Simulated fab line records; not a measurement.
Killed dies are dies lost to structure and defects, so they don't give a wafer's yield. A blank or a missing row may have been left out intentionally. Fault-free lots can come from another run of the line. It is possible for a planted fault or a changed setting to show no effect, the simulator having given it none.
A lot that was struck, set against a sound lot | flow sky130 | 24 steps out of a route of 708
Sound: wafers L392.2, L392.5, L392.6. Struck: wafer L396.2 (left out: L396.1, L396.3 of the same lot, which were not struck); the cause appears at the end.
For every step that has rows: the tool of each side, followed by ch and its chambers, followed by its first start. Under that, the readings that differ: sound wafers | struck wafers | difference of the means | sigmas: that difference in standard deviations of wafers without a fault.
alike: readings whose means differ by less than 2 such deviations, and words and numbers that are the same on both sides. not compared: withheld readings, readings that some wafer has no value for, bounds like >300 that may hide the same value, and numbers for which the record gives no deviation and whose values overlap.
Wherever a step has rows on one side only, a row that says differs or no value, or a row with sigmas, the two part there. Non-overlapping numbers with no deviation appear without sigmas and do not part them. Lack of a reading on every wafer of one side parts them only where that side has two or more wafers.

SKY_VIA3_CMP_02: polishes SiO2.
  sound on cmp-02 ch 0,1,2, day 42 13:22; struck on cmp-02 ch 3, day 43 21:40
  alike: motor current A
SKY_VIA3_BOW_MEAS_03:
  sound on film metro-04 at day 42 13:32; struck on film metro-04 at day 43 21:58
  alike: VIA3_BOW
then, 8 steps without rows for these wafers: SKY_VIA3_DEHYDRATE_04 (time 60 s); SKY_VIA3_HMDS_05 (prime time 60 s); SKY_VIA3_COAT_06 (resist thk 60 nm); SKY_VIA3_COAT_07 (resist thk 450 nm); SKY_VIA3_SOFTBAKE_08 (time 90 s); SKY_VIA3_EXPOSE_09 (exposes mask VIM3, target cd 200 nm); SKY_VIA3_PEB_10; SKY_VIA3_DEVELOP_11 (develop time 60 s).
SKY_VIA3_CD_MEAS_12: the cd target is 200 nm.
  sound on cd sem-01 at day 43 12:17; struck on cd sem-01 at day 44 19:28
  alike: cd nm
SKY_VIA3_OVL_MEAS_13:
  sound on overlay-02 at day 43 12:24; struck on overlay-01 at day 44 19:35
  alike: VIA3_OVL
SKY_VIA3_ETCH_14: etches BARC in N2/H2, stops on SiO2, time 45.9 s, target depth 60 nm.
  sound on rie diel-04 ch 2,3, day 43 12:26; struck on rie diel-04 ch 3, day 44 19:38
  reading                                     | sound                | struck | difference | sigmas
  oes product au (a.u.)                       | 0.853 0.857 0.852    | 0.988  | +0.134     | +27
  run length s (s)                            | 74.3 73.4 74.1       | 59.5   | -14.4      | -28
  throttle valve pct (%)                      | 13.225 13.230 13.219 | 13.247 | +0.022     | +2
  model.KrF-thick_of_VIA3_COAT_07.thk nm (nm) | 394.3 395.4 393.2    | 409.8  | +15.5      |
  model.etch.depth nm (nm)                    | 60.08 59.85 59.88    | 52.98  | -6.96      |
  model.VIA3.cd nm (nm)                       | 200.8 199.8 200.8    | 196.9  | -3.6       |
  alike: drypump motor current A
  not compared: rf hours counter h
SKY_VIA3_ETCH_15: etches SiO2 in C4F8/O2/Ar, stops on TiN, target depth 507 nm, time 78 s.
  sound on rie diel-04 ch 2,3, day 43 12:28; struck on rie diel-04 ch 3, day 44 19:40
  reading                                     | sound             | struck | difference | sigmas
  oes product au (a.u.)                       | 0.949 0.943 0.946 | 0.381  | -0.565     | -99 or more
  model.KrF-thick_of_VIA3_COAT_07.thk nm (nm) | 291.4 295.9 291   | 310.3  | +17.5      |
  alike: run length s
  not compared: rf hours counter h
SKY_VIA3_STRIP_16: strips in O2/N2.
  sound on plasma asher-04 ch 0,1, day 43 12:32; struck on plasma asher-02 ch 0, day 44 19:44
  reading                      | sound             | struck | difference | sigmas
  strip time to endpoint s (s) | 4.131 4.188 4.128 | 4.345  | +0.196     | +7
  alike: drypump motor current A, oes product au
  not compared: rf hours counter h
then, 3 steps without rows for these wafers: SKY_VIA3_STRIP_17 (strips in post etch residue remover, time 1200 s); SKY_VIA3_CLEAN_18 (cleans in IPA, time 180 s); SKY_VIA3_CLEAN_19 (cleans in O3/DIW).
SKY_VIA3_SPUTTER_20: material TiN, target thk 20 nm, time 80 s.
  sound on pvd sputter-03 at day 43 13:08; struck on pvd sputter-03 at day 44 20:19
  alike: throttle valve pct
SKY_VIA3_CVD_21: deposits W, target thk 390 nm, time 117.31 s.
  sound on cvd w-01 ch 0,1, day 43 13:11; struck on cvd w-02 ch 1, day 44 20:23
  alike: heater power w
SKY_VIA3_CMP_24: polishes, stops on SiO2, t overpolish 20 s, target thk 0 nm.
  sound on cmp-02 ch 2,3, day 43 13:33; struck on cmp-02 ch 2, day 44 20:44
  alike: motor current A, overpolish run s, time to endpoint s
SKY_METAL4_SPUTTER_00: material Ti, target thk 15 nm, time 10 s.
  the record has rows for the sound wafers here (pvd sputter-03, day 43 13:48) and none for the struck ones
SKY_METAL4_SPUTTER_01: material TiN, target thk 20 nm, time 16.7 s.
  the record has rows for the sound wafers here (pvd sputter-03, day 43 13:49) and none for the struck ones
SKY_METAL4_SPUTTER_02: material AlCu, target thk 735 nm, time 39.1 s.
  the record has rows for the sound wafers here (pvd sputter-03, day 43 13:50) and none for the struck ones

## WHERE THEY PART
At SKY_VIA3_ETCH_14 first; at SKY_METAL4_SPUTTER_02 last (within this record only).

WHY: what the simulator had put in
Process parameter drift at SKY_VIA3_ETCH_14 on rie diel-04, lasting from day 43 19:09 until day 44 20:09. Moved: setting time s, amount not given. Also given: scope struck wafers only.
